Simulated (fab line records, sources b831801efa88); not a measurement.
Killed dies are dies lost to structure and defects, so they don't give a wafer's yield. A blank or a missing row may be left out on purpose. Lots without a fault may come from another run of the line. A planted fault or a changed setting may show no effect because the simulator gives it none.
fab line records | flow gf180mcu
record lots=5 wafers=15 last_day=34
route steps=602 shown STI@13 DNWELL@32 NWELL@42
lots that met no fault: from a run of the same line without faults
start_h: hours from the record's first day to the start of the lot's first wafer shown | wait_h: hours since the lot's step before | " the same as in the row above | L1.1+2: a row that stands for several wafers | - no value, or no start given | * or withheld: withheld | < > ~ a bound
route shown NAME@n: a module of which the file shows steps, and the number in the route of the first | usual: mean/standard deviation of fault-free wafers | same: alike in all rows | chamber/n: place in a boat | sites: the reading at each site | _std_site: their standard deviation | _edge_site: outer sites' mean less inner sites' | radius_mm: how far each site lies from the wafer's centre | mask NAME#n: copy n | behind: the tool/chamber that last shaped the wafer | hold: why the lot was held/for how many hours/how that ended | device: the transistor (n, p or np) that didn't switch | end of line: the same wafers' tests at the end of the route | a step without rows: its recipe alone | killed: dies lost to structure and defects at the first sort, not the wafer's yield | map: a wafer's dies, x killed, . not, _ none there
set.NAME: the setting as run; set.NAME@STEP: as run at that earlier step | model.NAME: the simulator's own value behind a step, which no gauge read
lots at some steps of the route; a table a step, a row a wafer
services: from which hour (start_h, from the record's first day; less than 0 if before it) a tool's chamber was out of use, for how many hours, and why
## steps
# step GF_STI_CD_MEAS_12
# recipe target_cd_nm=220
# usual cd_nm=219.9/1.5
# columns lot.wafer tool chamber start_h wait_h cd_nm
L076.4 cd_sem-02 - 34.57 0.1 218.5
L076.5 " - " " 219.1
L076.6 " - " " 218.9
L077.2 cd_sem-01 - 40.88 0.1 222.1
L077.3 " - " " 221.9
L077.4 " - " " 221.2
L082.1 cd_sem-01 - 66.33 0.1 218.4
L082.4 " - " " 218.3
L082.5 " - " " 217.8
L094.1 cd_sem-01 - 128.86 0.1 220.7
L094.2 " - " " 221.5
L094.6 " - " " 220.9
L097.1 cd_sem-01 - 144.38 0.1 219.6
L097.3 " - " " 219.6
L097.6 " - " " 219.2
# step GF_STI_ETCH_13
# recipe chemistry=CHF3/O2 stop_on=Si over_etch_frac=0.3 target_depth_a=2823.1 source_w=600 bias_w=200 pressure_mtorr=40 chf3_flow_sccm=50 O2_flow_sccm=5 time_s=112.9
# usual chamber_pressure_mTorr=40.00/0.036 chf3_flow_sccm=49.99/0.15 drypump_motor_current_A=5.8/0.61 oes_product_au=0.837/0.0063 throttle_valve_pct=8.810/0.0089
# columns lot.wafer tool chamber start_h wait_h chamber_pressure_mTorr chf3_flow_sccm drypump_motor_current_A oes_product_au rf_hours_counter_h throttle_valve_pct
L076.4 rie_diel-03 0 34.63 0.0 40.04 50.33 5.1 0.841 50 8.806
L076.5 " 2 " " 39.95 50.09 6.2 0.846 - 8.814
L076.6 " 3 " " 39.99 50.06 6.0 0.844 - 8.813
L077.2 rie_diel-02 0 40.98 0.1 40.00 49.96 6.0 0.838 87 8.824
L077.3 " 3 " " 40.02 49.43 4.9 0.842 118 8.800
L077.4 " 2 " " 39.96 49.98 6.6 0.839 0 8.809
L082.1 rie_diel-01 0 66.45 0.1 39.99 50.09 5.9 0.828 3 8.814
L082.4 " 2 " " 39.95 50.03 5.0 0.837 12 8.829
L082.5 " 3 " " 40.01 49.89 6.7 0.835 - 8.804
L094.1 rie_diel-03 2 128.98 0.1 40.00 50.03 6.2 0.842 25 8.809
L094.2 " 1 " " 39.97 49.97 5.1 0.846 130 8.808
L094.6 " 0 " " 39.99 49.96 5.1 0.845 - 8.810
L097.1 rie_diel-02 2 144.50 0.1 40.06 50.05 6.7 0.836 3 8.796
L097.3 " 0 " " 39.91 49.80 6.0 0.831 90 8.821
L097.6 " 3 " " 40.02 49.97 5.0 0.827 - 8.810
# step GF_STI_ETCH_14
# recipe target=Si chemistry=HBr/Cl2/O2 target_depth_nm=360 icp_w=600 bias_w=150 pressure_mtorr=15 HBr_flow_sccm=150 Cl2_flow_sccm=40 O2_flow_sccm=6 time_s=102.9
# usual chamber_pressure_mTorr=15.001/0.014 drypump_motor_current_A=6.0/0.32 oes_product_au=1.006/0.01 throttle_valve_pct=25.653/0.012
# columns lot.wafer tool chamber start_h wait_h chamber_pressure_mTorr drypump_motor_current_A oes_product_au rf_hours_counter_h throttle_valve_pct
L076.4 rie_si-01 3 34.71 0.0 14.981 5.7 1.035 125 25.623
L076.5 " 3 " " 15.006 5.7 1.025 - 25.645
L076.6 " 0 " " 15.006 5.6 0.994 - 25.624
L077.2 rie_si-01 1 41.06 0.0 15.015 6.0 0.997 93 25.641
L077.3 " 0 " " 14.995 5.6 0.985 146 25.667
L077.4 " 3 " " 14.999 5.7 1.016 125 25.639
L082.1 rie_si-01 2 66.53 0.0 14.987 6.3 1.009 111 25.648
L082.4 " 1 " " 15.023 6.0 1.028 93 25.643
L082.5 " 0 " " 15.009 5.6 0.990 - 25.665
L094.1 rie_si-01 2 129.06 0.0 15.005 6.4 1.007 112 25.646
L094.2 " 1 " " 15.005 6.0 1.017 94 25.650
L094.6 " 2 " " 15.014 6.4 1.019 - 25.648
L097.1 rie_si-01 3 144.58 0.0 15.005 5.7 1.016 126 25.640
L097.3 " 2 " " 14.996 6.4 1.019 112 25.652
L097.6 " 2 " " 15.009 6.3 1.030 - 25.627
# step GF_STI_STRIP_15
# recipe chemistry=O2/N2 power_w=1400 pressure_mtorr=1500 platen_temp_c=250 o2_flow_sccm=3000 n2_flow_sccm=300 overash_fraction=0.5
# usual chamber_pressure_mTorr=1500.0/1.2 drypump_motor_current_A=5.5/0.57 heater_power_w=311/27 n2_flow_sccm=299.9/1.2 oes_product_au=0.385/0.0048 strip_time_to_endpoint_s=3.74/0.041
# columns lot.wafer tool chamber start_h wait_h chamber_pressure_mTorr drypump_motor_current_A heater_power_w n2_flow_sccm oes_product_au rf_hours_counter_h strip_time_to_endpoint_s
L076.4 plasma_asher-01 1 34.82 0.1 1500.6 5.3 340 300.5 0.392 - 3.78
L076.5 " 1 " " 1500.2 5.2 346 300.3 0.371 - 3.67
L076.6 " 0 " " 1501.7 6.6 301 300.5 0.391 - 3.73
L077.2 plasma_asher-02 1 41.13 0.0 1500.5 5.3 301 300.5 0.383 40 3.76
L077.3 " 1 " " 1501.6 5.3 309 300.4 0.393 - 3.81
L077.4 " 0 " " 1501.1 5.6 246 300.1 0.383 - 3.76
L082.1 plasma_asher-04 1 66.61 0.0 1499.5 5.1 311 300.4 0.393 38 3.78
L082.4 " 0 " " 1499.9 5.0 333 300.7 0.385 - 3.72
L082.5 " 1 " " 1500.0 5.1 305 299.5 0.390 - 3.80
L094.1 plasma_asher-02 1 129.13 0.0 1500.1 5.3 310 299.8 0.380 1 3.73
L094.2 " 0 " " 1500.1 5.6 259 299.7 0.379 1 3.71
L094.6 " 0 " " 1499.0 5.7 267 299.5 0.383 - 3.73
L097.1 plasma_asher-02 1 144.65 0.0 1500.0 5.3 315 299.6 0.383 3 3.68
L097.3 " 1 " " 1499.4 5.3 306 298.4 0.379 - 3.66
L097.6 " 0 " " 1499.6 5.6 267 300.3 0.384 - 3.76
# step GF_STI_CLEAN_16
# recipe chemistry=dHF time_s=25 dilution=100:1
# columns lot.wafer tool chamber start_h wait_h
L076.4+5+6 wet_bench-01 2 34.88 0.0
L077.2+3+4 wet_bench-02 3 41.23 0.1
L082.1+4+5 wet_bench-03 3 66.71 0.1
L094.1+2+6 wet_bench-03 1 129.23 0.1
L097.1+3+6 wet_bench-03 3 144.75 0.1
# step GF_STI_WET_ETCH_17
# recipe chemistry=H3PO4 target_depth_nm=45 temp_c=160 target=Si3N4 time_s=514
# columns lot.wafer tool chamber start_h wait_h
L076.4+5+6 wet_bench-03 1 34.90 0.0
L077.2+3+4 wet_bench-03 2 41.25 0.0
L082.1+4+5 wet_bench-01 0 66.72 0.0
L094.1+2+6 wet_bench-01 0 129.25 0.0
L097.1+3+6 wet_bench-01 3 144.77 0.0
# step GF_STI_CLEAN_18
# recipe chemistry=SC1/SC2 mix=1:4:20 temp_c=70 time_s=150
# columns lot.wafer tool chamber start_h wait_h
L076.4+5+6 wet_bench-03 2 35.05 0.0
L077.2+3+4 wet_bench-01 2 41.40 0.0
L082.1+4+5 wet_bench-03 3 66.87 0.0
L094.1+2+6 wet_bench-03 3 129.40 0.0
L097.1+3+6 wet_bench-02 1 144.92 0.0
# step GF_STI_CLEAN_19
# recipe chemistry=dHF time_s=20 dilution=100:1
# columns lot.wafer tool chamber start_h wait_h
L076.4+5+6 wet_bench-02 2 35.10 0.0
L077.2+3+4 wet_bench-02 3 41.45 0.0
L082.1+4+5 wet_bench-01 0 66.92 0.0
L094.1+2+6 wet_bench-01 3 129.45 0.0
L097.1+3+6 wet_bench-03 2 144.97 0.0
# step GF_STI_WET_ETCH_20
# recipe chemistry=dHF dilution=100:1 target_depth_nm=20 temp_c=25 dry=ipa_marangoni target=SiO2 time_s=400
# columns lot.wafer tool chamber start_h wait_h
L076.4+5+6 wet_bench-01 3 35.11 0.0
L077.2+3+4 wet_bench-03 2 41.46 0.0
L082.1+4+5 wet_bench-03 2 66.94 0.0
L094.1+2+6 wet_bench-03 3 129.46 0.0
L097.1+3+6 wet_bench-01 1 144.98 0.0
# step GF_STI_OXIDATION_21
# recipe temp_c=1000 ambient=O2 stabilise_s=600 purge_s=300 target_thk_a=150 ox_time_s=458
# columns lot.wafer tool chamber start_h wait_h
L076.4+5+6 furnace-02 0 36.50 1.3
L077.2+3+4 furnace-02 0 42.76 1.2
L082.1+4+5 furnace-01 0 68.38 1.3
L094.1+2+6 furnace-02 0 129.58 0.0
L097.1+3+6 furnace-01 0 146.70 1.5
# step GF_STI_THK_MEAS_22
# recipe reads=SiO2_of_STI_OXIDATION_21
# usual STI_OXIDATION_01_THK=14.93/0.27
# columns lot.wafer tool chamber start_h wait_h STI_OXIDATION_01_THK[nm]
L076.4 film_metro-01 - 37.66 0.0 15.25
L076.5 " - " " 15.37
L076.6 " - " " 15.07
L077.2 film_metro-01 - 43.90 0.0 14.99
L077.3 " - " " 15.16
L077.4 " - " " 15.33
L082.1 film_metro-01 - 69.51 0.0 14.77
L082.4 " - " " 14.58
L082.5 " - " " 14.51
L094.1 film_metro-02 - 130.71 0.0 15.22
L094.2 " - " " 15.53
L094.6 " - " " 15.44
L097.1 film_metro-02 - 147.82 0.0 14.70
L097.3 " - " " 14.78
L097.6 " - " " 14.78
# step GF_STI_CVD_23
# recipe material=SiO2 target_thk_nm=650 sigma_open_frac=0.3 time_s=108.3 temp_c=600 sih4_flow_sccm=60 pressure_mtorr=6
# columns lot.wafer tool chamber start_h wait_h
L076.4+5+6 hdpcvd-01 2,1,0 37.72 0.1
L077.2+3+4 hdpcvd-02 0,2,1 43.95 0.0
L082.1+4+5 hdpcvd-02 0,1,2 69.57 0.1
L094.1+2+6 hdpcvd-02 0,1,2 130.77 0.1
L097.1+3+6 hdpcvd-02 0,1,0 147.88 0.1
# step GF_STI_THK_MEAS_24
# recipe reads=SiO2_of_STI_CVD_23
# usual STI_CVD_23_THK=651/6.1
# columns lot.wafer tool chamber start_h wait_h STI_CVD_23_THK[nm]
L076.4 film_metro-01 - 37.79 0.0 652
L076.5 " - " " 658
L076.6 " - " " 664
L077.2 film_metro-03 - 44.04 0.0 653
L077.3 " - " " 657
L077.4 " - " " 659
L082.1 film_metro-03 - 69.64 0.0 660
L082.4 " - " " 653
L082.5 " - " " 652
L094.1 film_metro-03 - 130.84 0.0 647
L094.2 " - " " 655
L094.6 " - " " 650
L097.1 film_metro-01 - 147.96 0.0 648
L097.3 " - " " 642
L097.6 " - " " 649
# step GF_STI_CMP_25
# recipe stop_on=Si3N4 t_overpolish_s=33 down_force_psi=4 platen_rpm=60 target_thk_nm=524.6 pad_velocity_m_s=0.94248
# usual edge_zone_pressure_frac=1.000/0.0054 head_pressure_psi=3.999/0.008 motor_current_A=11.4/0.71 overpolish_run_s=32.999/0.0087 time_to_endpoint_s=121/5.1
# columns lot.wafer tool chamber start_h wait_h edge_zone_pressure_frac head_pressure_psi motor_current_A overpolish_run_s time_to_endpoint_s
L076.4 cmp-02 3 37.97 0.2 1.008 3.996 10.3 32.994 131
L076.5 " 0 " " 0.996 3.996 11.0 32.998 128
L076.6 " 1 " " 1.002 4.005 11.2 33.000 125
L077.4 cmp-02 1 44.14 0.1 0.993 4.005 10.7 33.009 124
L077.3 " 2 " " 1.008 3.991 11.1 33.007 123
L077.2 " 3 " " 1.009 3.982 11.2 32.997 132
L082.4 cmp-02 3 69.75 0.1 0.996 3.989 11.2 32.984 123
L082.1 " 0 " " 0.996 3.996 10.3 32.993 127
L082.5 " 3 " " 1.005 3.989 11.2 33.003 125
L094.2 cmp-02 1 130.90 0.0 1.005 3.996 11.4 33.000 114
L094.1 " 3 " " 1.004 4.009 11.6 32.993 119
L094.6 " 2 " " 0.985 3.992 11.5 33.010 113
L097.1 cmp-01 0 148.07 0.1 1.004 3.997 13.1 32.986 123
L097.3 " 1 " " 1.007 4.001 11.2 32.998 114
L097.6 " 0 " " 1.007 3.997 12.4 32.988 124
# step GF_STI_WET_ETCH_26
# recipe chemistry=dHF target_depth_nm=94 target=SiO2 temp_c=25 dilution=10:1 time_s=188
# columns lot.wafer tool chamber start_h wait_h
L076.4+5+6 wet_bench-03 2 38.12 0.1
L077.2+3+4 wet_bench-03 2 44.39 0.1
L082.1+4+5 wet_bench-01 3 70.00 0.1
L094.1+2+6 wet_bench-02 0 131.20 0.1
L097.1+3+6 wet_bench-03 0 148.32 0.2
# step GF_STI_WET_ETCH_27
# recipe chemistry=H3PO4 target_depth_nm=160 target=Si3N4 temp_c=160 time_s=1825
# columns lot.wafer tool chamber start_h wait_h
L076.4+5+6 wet_bench-02 3 38.18 0.0
L077.2+3+4 wet_bench-02 0 44.45 0.0
L082.1+4+5 wet_bench-03 3 70.06 0.0
L094.1+2+6 wet_bench-03 3 131.26 0.0
L097.1+3+6 wet_bench-01 3 148.38 0.0
# step GF_STI_WET_ETCH_28
# recipe chemistry=dHF target_depth_nm=20 dry=ipa_marangoni target=SiO2 temp_c=25 dilution=10:1 time_s=38.74
# columns lot.wafer tool chamber start_h wait_h
L076.4+5+6 wet_bench-03 3 38.70 0.0
L077.2+3+4 wet_bench-03 2 44.96 0.0
L082.1+4+5 wet_bench-02 3 70.58 0.0
L094.1+2+6 wet_bench-01 0 131.78 0.0
L097.1+3+6 wet_bench-02 1 149.41 0.0
# step GF_STI_OXIDATION_29
# recipe temp_c=900 ambient=O2 stabilise_s=600 purge_s=300 target_thk_a=100 ox_time_s=1418
# columns lot.wafer tool chamber start_h wait_h
L076.4+5+6 furnace-01 0 38.80 0.1
L077.2+3+4 furnace-01 0 45.83 0.8
L082.1+4+5 furnace-02 0 71.87 1.3
L094.1+2+6 furnace-01 0 131.80 0.0
L097.1+3+6 furnace-02 0 149.43 0.0
# step GF_STI_THK_MEAS_30
# recipe reads=SiO2_of_STI_OXIDATION_29
# usual STI_OXIDATION_02_THK=9.97/0.21
# columns lot.wafer tool chamber start_h wait_h STI_OXIDATION_02_THK[nm]
L076.4 film_metro-01 - 40.23 0.0 9.82
L076.5 " - " " 9.91
L076.6 " - " " 9.81
L077.2 film_metro-03 - 47.24 0.0 9.78
L077.3 " - " " 9.80
L077.4 " - " " 9.61
L082.1 film_metro-03 - 73.26 0.0 10.14
L082.4 " - " " 10.17
L082.5 " - " " 10.11
L094.1 film_metro-02 - 133.19 0.0 9.91
L094.2 " - " " 9.81
L094.6 " - " " 9.82
L097.1 film_metro-02 - 150.83 0.0 10.23
L097.3 " - " " 10.22
L097.6 " - " " 10.38
# step GF_DNWELL_DEHYDRATE_00
# recipe temp_c=200 time_s=60
# usual plate_temp_C=200.01/0.17
# columns lot.wafer tool chamber start_h wait_h plate_temp_C
L076.4 litho_track-04 0 46.02 5.8 200.04
L076.5 " 0 " " 200.19
L076.6 " 0 " " 200.20
L077.2 litho_track-01 0 52.73 5.5 200.18
L077.3 " 0 " " 200.21
L077.4 " 0 " " 200.29
L082.1 litho_track-04 0 78.89 5.6 199.86
L082.4 " 0 " " 199.83
L082.5 " 0 " " 199.87
L094.1 litho_track-01 0 139.66 6.5 200.21
L094.2 " 0 " " 199.93
L094.6 " 0 " " 199.95
L097.1 litho_track-01 0 158.16 7.3 199.93
L097.3 " 0 " " 200.03
L097.6 " 0 " " 200.21
# step GF_DNWELL_HMDS_01
# recipe prime_time_s=60 prime_temp_c=120
# columns lot.wafer tool chamber start_h wait_h
L076.4+5+6 litho_track-04 0 46.17 0.1
L077.2+3+4 litho_track-01 0 52.88 0.1
L082.1+4+5 litho_track-04 0 79.04 0.1
L094.1+2+6 litho_track-01 0 139.81 0.1
L097.1+3+6 litho_track-01 0 158.31 0.1
# step GF_DNWELL_COAT_02
# recipe spin_rpm=2000 resist_thk_nm=3000
# columns lot.wafer tool chamber start_h wait_h
L076.4+5+6 litho_track-04 0 46.32 0.1
L077.2+3+4 litho_track-01 0 53.03 0.1
L082.1+4+5 litho_track-04 0 79.19 0.1
L094.1+2+6 litho_track-01 0 139.96 0.1
L097.1+3+6 litho_track-01 0 158.46 0.1
# step GF_DNWELL_SOFTBAKE_03
# recipe temp_c=110 time_s=withheld
# usual plate_temp_C=110.05/0.14
# columns lot.wafer tool chamber start_h wait_h plate_temp_C
L076.4 litho_track-04 0 46.49 0.1 109.96
L076.5 " 0 " " 109.83
L076.6 " 0 " " 109.95
L077.2 litho_track-01 0 53.19 0.1 110.12
L077.3 " 0 " " 110.15
L077.4 " 0 " " 110.16
L082.1 litho_track-04 0 79.34 0.1 110.10
L082.4 " 0 " " 109.91
L082.5 " 0 " " 110.03
L094.1 litho_track-01 0 140.11 0.1 110.24
L094.2 " 0 " " 110.34
L094.6 " 0 " " 110.02
L097.1 litho_track-01 0 158.61 0.1 110.03
L097.3 " 0 " " 110.08
L097.6 " 0 " " 110.30
# step GF_DNWELL_EXPOSE_04
# recipe mask_id=DNWELL target_cd_nm=1700 na=0.6 source_shape=conventional sigma_outer=0.6 dose_mj=260
# usual stage_vel_mm_s=499.99/0.23
# columns lot.wafer tool chamber start_h wait_h mask stage_vel_mm_s
L076.4 iline_stepper-02 0 - - DNWELL#0 500.21
L076.5 " 0 " " DNWELL#0 500.19
L076.6 " 0 " " DNWELL#0 500.38
L077.2 iline_stepper-02 0 - - DNWELL#0 500.08
L077.3 " 0 " " DNWELL#0 500.10
L077.4 " 0 " " DNWELL#0 499.84
L082.1 iline_stepper-01 0 - - DNWELL#0 500.03
L082.4 " 0 " " DNWELL#0 499.97
L082.5 " 0 " " DNWELL#0 500.20
L094.1 iline_stepper-02 0 - - DNWELL#0 499.91
L094.2 " 0 " " DNWELL#0 500.02
L094.6 " 0 " " DNWELL#0 499.97
L097.1 iline_stepper-01 0 - - DNWELL#0 499.62
L097.3 " 0 " " DNWELL#0 499.86
L097.6 " 0 " " DNWELL#0 499.58
# step GF_DNWELL_PEB_05
# recipe temp_c=115 time_s=withheld
# usual plate_temp_C=115.02/0.14
# columns lot.wafer tool chamber start_h wait_h plate_temp_C
L076.4 litho_track-02 0 - - 115.07
L076.5 " 0 " " 114.94
L076.6 " 0 " " 114.88
L077.2 litho_track-02 0 - - 114.98
L077.3 " 0 " " 114.90
L077.4 " 0 " " 115.05
L082.1 litho_track-02 0 - - 115.05
L082.4 " 0 " " 115.15
L082.5 " 0 " " 115.05
L094.1 litho_track-01 0 - - 114.98
L094.2 " 0 " " 115.07
L094.6 " 0 " " 115.03
L097.1 litho_track-02 0 - - 115.10
L097.3 " 0 " " 115.03
L097.6 " 0 " " 115.22
# step GF_DNWELL_DEVELOP_06
# recipe wall_angle_deg=90 develop_time_s=60 dev_temp_c=23
# usual developer_temp_C=23.00/0.11
# columns lot.wafer tool chamber start_h wait_h developer_temp_C
L076.4 litho_track-02 0 - - 22.93
L076.5 " 0 " " 23.04
L076.6 " 0 " " 22.99
L077.2 litho_track-02 0 - - 23.06
L077.3 " 0 " " 23.00
L077.4 " 0 " " 23.11
L082.1 litho_track-02 0 - - 23.18
L082.4 " 0 " " 23.20
L082.5 " 0 " " 23.14
L094.1 litho_track-01 0 - - 22.90
L094.2 " 0 " " 23.06
L094.6 " 0 " " 22.95
L097.1 litho_track-02 0 - - 23.26
L097.3 " 0 " " 23.20
L097.6 " 0 " " 23.05
# step GF_DNWELL_IMPLANT_07
# recipe species=P energy_kev=1500 dose_cm2=1e+13 tilt_deg=0
# usual beam_energy_keV=1500.0/0.5 dose_ions_cm2=1e+13/1e+10
# columns lot.wafer tool chamber start_h wait_h beam_energy_keV dose_ions_cm2
L076.4 implanter-03 0 52.50 - 1500.1 9.974e+12
L076.5 " 0 " " 1499.5 9.985e+12
L076.6 " 0 " " 1499.9 1.0003e+13
L077.2 implanter-03 0 59.65 - 1500.3 9.998e+12
L077.3 " 0 " " 1500.1 9.984e+12
L077.4 " 0 " " 1500.0 9.991e+12
L082.1 implanter-04 0 86.02 - 1499.4 1.0001e+13
L082.4 " 0 " " 1499.2 1.0008e+13
L082.5 " 0 " " 1499.6 9.982e+12
L094.1 implanter-03 0 148.01 - 1499.5 1.0005e+13
L094.2 " 0 " " 1499.3 9.995e+12
L094.6 " 0 " " 1500.0 1.0005e+13
L097.1 implanter-04 0 166.57 - 1500.1 1.0016e+13
L097.3 " 0 " " 1499.2 1.0001e+13
L097.6 " 0 " " 1499.3 1.0016e+13
# step GF_DNWELL_STRIP_08
# recipe chemistry=O2/N2 power_w=1400 pressure_mtorr=1500 platen_temp_c=250 o2_flow_sccm=3000 n2_flow_sccm=300 overash_fraction=0.5
# usual chamber_pressure_mTorr=1499.9/1.3 drypump_motor_current_A=5.6/0.44 heater_power_w=300/25 n2_flow_sccm=300.1/0.85 oes_product_au=0.722/0.0042 strip_time_to_endpoint_s=36.94/0.088
# columns lot.wafer tool chamber start_h wait_h chamber_pressure_mTorr drypump_motor_current_A heater_power_w n2_flow_sccm oes_product_au rf_hours_counter_h strip_time_to_endpoint_s
L076.4 plasma_asher-02 0 52.61 0.1 1501.3 5.6 248 300.7 0.725 - 37.03
L076.5 " 0 " " 1498.8 5.6 252 301.1 0.722 - 37.03
L076.6 " 1 " " 1501.1 5.3 306 300.5 0.721 - 37.03
L077.2 plasma_asher-03 1 59.77 0.1 1498.3 5.5 303 300.0 0.715 27 36.93
L077.3 " 1 " " 1498.4 5.5 301 300.9 0.724 - 36.75
L077.4 " 0 " " 1498.9 5.5 287 301.3 0.718 - 36.72
L082.1 plasma_asher-01 1 86.17 0.1 1498.2 5.2 332 299.3 0.719 43 37.02
L082.4 " 0 " " 1500.5 6.6 304 301.7 0.724 - 37.00
L082.5 " 0 " " 1499.5 6.6 304 299.0 0.715 - 36.89
L094.1 plasma_asher-02 0 148.16 0.1 1500.1 5.7 268 298.6 0.719 3 36.91
L094.2 " 1 " " 1501.5 5.3 310 300.6 0.722 3 36.84
L094.6 " 0 " " 1500.1 5.7 267 300.0 0.718 - 36.93
L097.1 plasma_asher-03 0 166.72 0.1 1500.8 5.6 289 300.7 0.714 39 36.96
L097.3 " 0 " " 1498.2 5.5 287 299.4 0.729 - 36.99
L097.6 " 1 " " 1498.7 5.5 306 299.9 0.722 - 36.98
# step GF_DNWELL_TW_MEAS_09
# usual DNWELL_TW=1353/14
# columns lot.wafer tool chamber start_h wait_h DNWELL_TW
L076.4 film_metro-02 - 52.70 0.1 1345
L076.5 " - " " 1343
L076.6 " - " " 1342
L077.2 film_metro-02 - 59.88 0.1 1351
L077.3 " - " " 1347
L077.4 " - " " 1354
L082.1 film_metro-04 - 86.27 0.1 1379
L082.4 " - " " 1363
L082.5 " - " " 1368
L094.1 film_metro-02 - 148.26 0.1 1345
L094.2 " - " " 1344
L094.6 " - " " 1346
L097.1 film_metro-01 - 166.82 0.1 1320
L097.3 " - " " 1335
L097.6 " - " " 1330
# step GF_NWELL_DEHYDRATE_00
# recipe temp_c=200 time_s=60
# usual plate_temp_C=200.02/0.15
# columns lot.wafer tool chamber start_h wait_h plate_temp_C
L076.4 litho_track-04 0 58.37 5.7 200.13
L076.5 " 0 " " 200.09
L076.6 " 0 " " 200.31
L077.2 litho_track-02 0 65.25 5.4 200.15
L077.3 " 0 " " 199.99
L077.4 " 0 " " 200.11
L082.1 litho_track-03 0 92.43 6.1 199.97
L082.4 " 0 " " 199.97
L082.5 " 0 " " 199.92
L094.1 litho_track-02 0 155.47 7.2 200.28
L094.2 " 0 " " 200.13
L094.6 " 0 " " 200.15
L097.1 litho_track-03 0 174.78 7.9 200.19
L097.3 " 0 " " 200.16
L097.6 " 0 " " 200.14
# step GF_NWELL_HMDS_01
# recipe prime_time_s=60 prime_temp_c=120
# columns lot.wafer tool chamber start_h wait_h
L076.4+5+6 litho_track-04 0 58.52 0.1
L077.2+3+4 litho_track-02 0 65.40 0.1
L082.1+4+5 litho_track-03 0 92.58 0.1
L094.1+2+6 litho_track-02 0 155.62 0.1
L097.1+3+6 litho_track-03 0 174.93 0.1
# step GF_NWELL_COAT_02
# recipe spin_rpm=2000 resist_thk_nm=3000
# columns lot.wafer tool chamber start_h wait_h
L076.4+5+6 litho_track-04 0 58.67 0.1
L077.2+3+4 litho_track-02 0 65.55 0.1
L082.1+4+5 litho_track-03 0 92.73 0.1
L094.1+2+6 litho_track-02 0 155.77 0.1
L097.1+3+6 litho_track-03 0 175.08 0.1
# step GF_NWELL_SOFTBAKE_03
# recipe temp_c=110 time_s=withheld
# usual plate_temp_C=110.01/0.13
# columns lot.wafer tool chamber start_h wait_h plate_temp_C
L076.4 litho_track-04 0 58.84 0.1 110.01
L076.5 " 0 " " 110.32
L076.6 " 0 " " 110.05
L077.2 litho_track-02 0 65.71 0.1 110.06
L077.3 " 0 " " 110.35
L077.4 " 0 " " 110.05
L082.1 litho_track-03 0 92.88 0.1 110.11
L082.4 " 0 " " 109.98
L082.5 " 0 " " 109.84
L094.1 litho_track-02 0 155.92 0.1 110.16
L094.2 " 0 " " 110.13
L094.6 " 0 " " 110.05
L097.1 litho_track-03 0 175.23 0.1 110.13
L097.3 " 0 " " 109.77
L097.6 " 0 " " 110.01
# step GF_NWELL_EXPOSE_04
# recipe mask_id=Nwell target_cd_nm=860 na=0.6 source_shape=conventional sigma_outer=0.6 dose_mj=260
# usual stage_vel_mm_s=500.05/0.24
# columns lot.wafer tool chamber start_h wait_h mask stage_vel_mm_s
L076.4 iline_stepper-02 0 - - Nwell#0 500.06
L076.5 " 0 " " Nwell#0 500.48
L076.6 " 0 " " Nwell#0 499.98
L077.2 iline_stepper-01 0 - - Nwell#0 500.50
L077.3 " 0 " " Nwell#0 500.34
L077.4 " 0 " " Nwell#0 500.20
L082.1 iline_stepper-01 0 - - Nwell#0 500.19
L082.4 " 0 " " Nwell#0 499.85
L082.5 " 0 " " Nwell#0 500.22
L094.1 iline_stepper-01 0 - - Nwell#0 499.88
L094.2 " 0 " " Nwell#0 499.98
L094.6 " 0 " " Nwell#0 499.92
L097.1 iline_stepper-01 0 - - Nwell#0 499.63
L097.3 " 0 " " Nwell#0 499.74
L097.6 " 0 " " Nwell#0 499.98
# step GF_NWELL_PEB_05
# recipe temp_c=115 time_s=withheld
# usual plate_temp_C=114.96/0.14
# columns lot.wafer tool chamber start_h wait_h plate_temp_C
L076.4 litho_track-02 0 - - 114.86
L076.5 " 0 " " 114.79
L076.6 " 0 " " 114.82
L077.2 litho_track-03 0 - - 114.85
L077.3 " 0 " " 115.18
L077.4 " 0 " " 114.97
L082.1 litho_track-03 0 - - 114.78
L082.4 " 0 " " 115.08
L082.5 " 0 " " 114.89
L094.1 litho_track-04 0 - - 115.08
L094.2 " 0 " " 115.09
L094.6 " 0 " " 115.12
L097.1 litho_track-03 0 - - 115.26
L097.3 " 0 " " 115.35
L097.6 " 0 " " 114.98
# step GF_NWELL_DEVELOP_06
# recipe wall_angle_deg=90 develop_time_s=60 dev_temp_c=22.24
# usual developer_temp_C=22.21/0.12
# columns lot.wafer tool chamber start_h wait_h developer_temp_C
L076.4 litho_track-02 0 - - 22.25
L076.5 " 0 " " 22.30
L076.6 " 0 " " 22.24
L077.2 litho_track-03 0 - - 22.35
L077.3 " 0 " " 22.30
L077.4 " 0 " " 22.35
L082.1 litho_track-03 0 - - 22.13
L082.4 " 0 " " 22.27
L082.5 " 0 " " 22.03
L094.1 litho_track-04 0 - - 22.20
L094.2 " 0 " " 22.28
L094.6 " 0 " " 22.21
L097.1 litho_track-03 0 - - 22.12
L097.3 " 0 " " 22.20
L097.6 " 0 " " 22.20
# step GF_NWELL_OVL_MEAS_07
# usual NWELL_OVL=0.4/1.4
# columns lot.wafer tool chamber start_h wait_h NWELL_OVL[nm]
L076.4 overlay-01 - 64.89 - 0.8
L076.5 " - " " 1.3
L076.6 " - " " 0.6
L077.2 overlay-01 - 72.69 - 0.3
L077.3 " - " " 0.9
L077.4 " - " " 1.8
L082.1 overlay-02 - 100.43 - 1.6
L082.4 " - " " 0.6
L082.5 " - " " 1.2
L094.1 overlay-02 - 164.19 - 2.0
L094.2 " - " " 1.6
L094.6 " - " " 1.7
L097.1 overlay-01 - 183.53 - 1.5
L097.3 " - " " -0.1
L097.6 " - " " 0.0
## services
# columns tool chamber start_h hours kind
rie_si-01 1 15.64 3.4 repair
iline_stepper-02 - 16.10 1.7 pm
rie_diel-02 1 16.89 6.9 repair
iline_stepper-01 - 21.58 12.7 repair
furnace-01 - 40.20 4.1 pm
cmp-02 - 64.14 4.0 pm
rie_diel-03 2 64.61 5.8 repair
furnace-02 - 67.49 2.9 pm
furnace-01 - 74.14 3.6 pm
implanter-04 - 103.19 11.7 repair
plasma_asher-02 - 108.75 9.0 pm
iline_stepper-01 - 115.50 1.7 pm
implanter-04 - 122.25 3.1 repair
rie_diel-03 - 133.46 1.2 repair
wet_bench-02 - 147.01 0.9 repair
wet_bench-03 - 148.57 1.9 repair
hdpcvd-02 1 148.69 30.8 repair
implanter-03 - 149.25 2.8 repair
cmp-02 - 154.59 0.4 repair
cmp-02 - 155.91 0.8 repair
cmp-02 - 167.74 12.0 pm
iline_stepper-01 - 171.93 2.1 pm
hdpcvd-02 - 177.40 2.8 pm
cmp-02 - 182.57 3.1 repair
## key
fault none
